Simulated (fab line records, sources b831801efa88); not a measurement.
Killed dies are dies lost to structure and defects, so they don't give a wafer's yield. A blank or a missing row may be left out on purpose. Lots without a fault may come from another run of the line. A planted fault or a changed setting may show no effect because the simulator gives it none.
Which tool did it? | flow sky130 | 13 lots, 39 wafers sampled, at 2 steps of a route of 708

WHAT THE GAUGES READ, wafer by wafer
SKY_METAL4_OVL_MEAS_14.
lot  | measured     | on         | METAL4_OVL (nm)
L134 | day 43 13:06 | overlay-02 | -4 -10 -8
L135 | day 43 12:26 | overlay-01 | 7 9 11
L136 | day 43 10:19 | overlay-01 | -4 1 -4
L137 | day 43 13:49 | overlay-02 | 5 11 6
L139 | day 43 13:30 | overlay-02 | -4 -7 -4
L140 | day 43 14:10 | overlay-02 | -2 -2 -5
L141 | day 43 14:26 | overlay-02 | 10 5 8
L144 | day 45 09:02 | overlay-01 | 8 11 2
L145 | day 45 08:06 | overlay-02 | -18 -8 -12
L146 | day 45 13:08 | overlay-01 | 1 3 0
L147 | day 45 10:12 | overlay-02 | -1 1 -2
L151 | day 46 09:28 | overlay-01 | 1 -9 -6
L153 | day 47 02:57 | overlay-02 | -11 -2 1

WHICH TOOL RAN EACH LOT (tool, then ch and the chambers of the sampled wafers, then the start)
lot  | SKY_FIELD_ISO_WET_ETCH_18
L134 | wet_bench-04 ch 2, day 2 05:28
L135 | wet_bench-02 ch 1, day 2 12:07
L136 | wet_bench-04 ch 0, day 2 17:49
L137 | wet_bench-02 ch 1, day 2 20:34
L139 | wet_bench-01 ch 2, day 3 08:19
L140 | wet_bench-02 ch 2, day 3 14:46
L141 | wet_bench-04 ch 0, day 3 19:19
L144 | wet_bench-04 ch 0, day 4 11:10
L145 | wet_bench-04 ch 1, day 4 13:43
L146 | wet_bench-02 ch 1, day 4 20:07
L147 | wet_bench-02 ch 1, day 5 05:31
L151 | wet_bench-02 ch 2, day 5 22:04
L153 | wet_bench-02 ch 0, day 6 07:58
- SKY_FIELD_ISO_WET_ETCH_18: etches Si3N4 in H3PO4, target depth 25 nm, time 286 s.

WHAT THE TOOLS THEMSELVES READ (means of the sampled wafers that have a number; where no wafer has one, the mark that the record gives instead)
The record holds no such reading with a usual standard deviation.

THE ANSWER, worked out from the rows above alone
Rule: what is usual is taken from the lots themselves. Put in order of their means at a reading, lots are off if they are a third of the lots or fewer, leave a main group of 4 or more, and stand apart from it by a gap of 3 or more times the standard deviation of the main group's means; of several such gaps the widest counts. A main group whose means are all the same, to the digits that the tables above print for the reading, isn't used. A lot without any number at a reading at which 4 lots or more have one is off too. The other lots that the step has rows for count as sound. The gauges are gone through in route order, then the tools' own readings, and for those a lot's mean is taken as printed above. The first step at which some lot is off is used, and at that step the reading that is off furthest; a lot without a number counts as furthest.
No lot is off at any reading shown: from this, nothing can be told.

WHAT THE SIMULATOR HAD PUT IN
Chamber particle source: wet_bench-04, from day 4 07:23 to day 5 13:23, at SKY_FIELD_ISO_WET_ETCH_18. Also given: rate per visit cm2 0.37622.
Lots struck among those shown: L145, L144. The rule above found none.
